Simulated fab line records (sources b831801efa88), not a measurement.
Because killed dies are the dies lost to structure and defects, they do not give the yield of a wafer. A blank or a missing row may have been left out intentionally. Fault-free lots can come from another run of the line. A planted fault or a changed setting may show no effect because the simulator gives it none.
Comparing a struck lot with a sound one + flow sky130 + 35 steps out of a route of 708
Sound: the wafers L386.2, L386.4, L386.5. The struck wafers were L401.3, L401.5, L401.6. The cause is given at the end.
Per side, at each step with rows, come the tool, then ch with its chambers, and then its first start. Under that, the readings that differ: sound wafers + struck wafers + difference of the means + sigmas: that difference in standard deviations of wafers without a fault.
alike: words and numbers the same on both sides, and readings whose means are apart by under 2 such deviations; not compared: readings that were withheld, readings missing a value for some wafer, numbers with overlapping values and no deviation given by the record, and bounds like >300 which may hide the same value.
Wherever a step has rows on one side only, a row that says differs or no value, or a row with sigmas, the two part there. Non-overlapping numbers with no deviation appear without sigmas and do not part them. Lack of a reading on every wafer of one side parts them only where that side has two or more wafers.

first, 10 steps without rows for these wafers: SKY_METAL1_HMDS_08 (prime time 60 s); SKY_METAL1_COAT_09 (resist thk 60 nm); SKY_METAL1_COAT_10 (resist thk 450 nm); SKY_METAL1_SOFTBAKE_11 (time 90 s); SKY_METAL1_EXPOSE_12 (exposes mask MM1, target cd 140 nm); SKY_METAL1_PEB_13; SKY_METAL1_DEVELOP_14 (develop time 60 s); SKY_METAL1_DESCUM_17 (chemistry O2, time 8 s); SKY_METAL1_ETCH_18 (etches BARC in N2/H2, stops on SiO2, time 45.9 s, target depth 60 nm); SKY_METAL1_METAL_ETCH_19 (etches the open film in Cl2/BCl3, stops on SiO2, target depth 360 nm, time 78 s).
SKY_METAL1_STRIP_20: strips in O2/N2.
  sound on plasma-asher-04 ch 0,1, day 34 06:35; struck on plasma-asher-04 ch 0,1, day 38 04:40
  alike: drypump-motor-current-A, oes-product-au, strip-time-to-endpoint-s
  not compared: rf-hours-counter-h
then, 23 steps without rows for these wafers: SKY_METAL1_STRIP_21 (strips in post etch residue remover, time 1200 s); SKY_METAL1_CLEAN_22 (cleans in IPA, time 180 s); SKY_METAL1_CLEAN_23 (cleans in O3/DIW); SKY_VIA1_HDPCVD_00 (deposits SiO2, target thk 1030 nm, time 171.7 s); SKY_VIA1_CMP_02 (polishes SiO2); SKY_VIA1_DEHYDRATE_04 (time 60 s); SKY_VIA1_HMDS_05 (prime time 60 s); SKY_VIA1_COAT_06 (resist thk 60 nm); SKY_VIA1_COAT_07 (resist thk 450 nm); SKY_VIA1_SOFTBAKE_08 (time 90 s); SKY_VIA1_EXPOSE_09 (exposes mask VIM, target cd 150 nm); SKY_VIA1_PEB_10; SKY_VIA1_DEVELOP_11 (develop time 60 s); SKY_VIA1_ETCH_14 (etches BARC in N2/H2, stops on SiO2, time 45.9 s, target depth 60 nm); SKY_VIA1_ETCH_15 (etches SiO2 in C4F8/O2/Ar, stops on TiN, target depth 351 nm, time 54 s); SKY_VIA1_STRIP_16 (strips in O2/N2); SKY_VIA1_STRIP_17 (strips in post etch residue remover, time 1200 s); SKY_VIA1_CLEAN_18 (cleans in IPA, time 180 s); SKY_VIA1_CLEAN_19 (cleans in O3/DIW); SKY_VIA1_SPUTTER_20 (material TiN, target thk 20 nm, time 80 s); SKY_VIA1_CVD_21 (deposits W, target thk 270 nm, time 80.902 s); SKY_VIA1_CMP_24 (polishes, stops on SiO2, t overpolish 15 s, target thk 0 nm); SKY_METAL2_SPUTTER_00 (material Ti, target thk 15 nm, time 10 s).
-- the record jumps here: 12 days lie between the struck wafers' starts before and after (it left off in module METAL2 and takes up again in module PAD_OPEN, whose first step shown is number 708 of the route) --
SKY_PAD_OPEN_PROBE_99:
  sound on prober-01, day 46 21:04; struck on prober-01, day 49 18:58
| reading                               | sound               | struck            | difference | sigmas |
|---------------------------------------|---------------------|-------------------|------------|--------|
| defect-limited-yield (%)              | 81.3 84.8 82.9      | 78.5 75.8 77.6    | -5.7       | -3     |
| killed_at_M0_to_M3                    | 41 40 35            | 61 88 65          | +33        | +5     |
| killed-dies                           | 92 75 84            | 106 119 110       | +28        | +3     |
| sort_bin_3_pad_short (%)              | 0.6 0.6 1.0         | 1.6 3.5 1.6       | +1.5       | +4     |
| sort-n-pass                           | 400 417 408         | 386 373 382       | -28        | -3     |
| sort-yield-pct (%)                    | 81.3 84.8 82.9      | 78.5 75.8 77.6    | -5.7       | -3     |
| model.etest.tester.sort-n-pass        | 400 417 408         | 386 373 382       | -28        |        |
| model.etest.tester.sort-yield-pct (%) | 81.3 84.76 82.93    | 78.46 75.81 77.64 | -5.69      |        |
| model.etest.tester.sort_bin_5_pct (%) | 11.18 10.37 10.37   | 12.8 15.65 12.4   | +3.0       |        |
| model.etest.tester.sort_bin_3_pct (%) | 0.6098 0.6098 1.016 | 1.626 3.455 1.626 | +1.490     |        |
  alike: killed_at_M4_up, killed-at-contacts, killed-at-front-end, killed-at-other, killed-open, killed-short, sort_bin_5_function, sort_bin_6_memory

## WHERE THEY PART
SKY_PAD_OPEN_PROBE_99 only, going by this record.

WHY: what had been put in by the simulator
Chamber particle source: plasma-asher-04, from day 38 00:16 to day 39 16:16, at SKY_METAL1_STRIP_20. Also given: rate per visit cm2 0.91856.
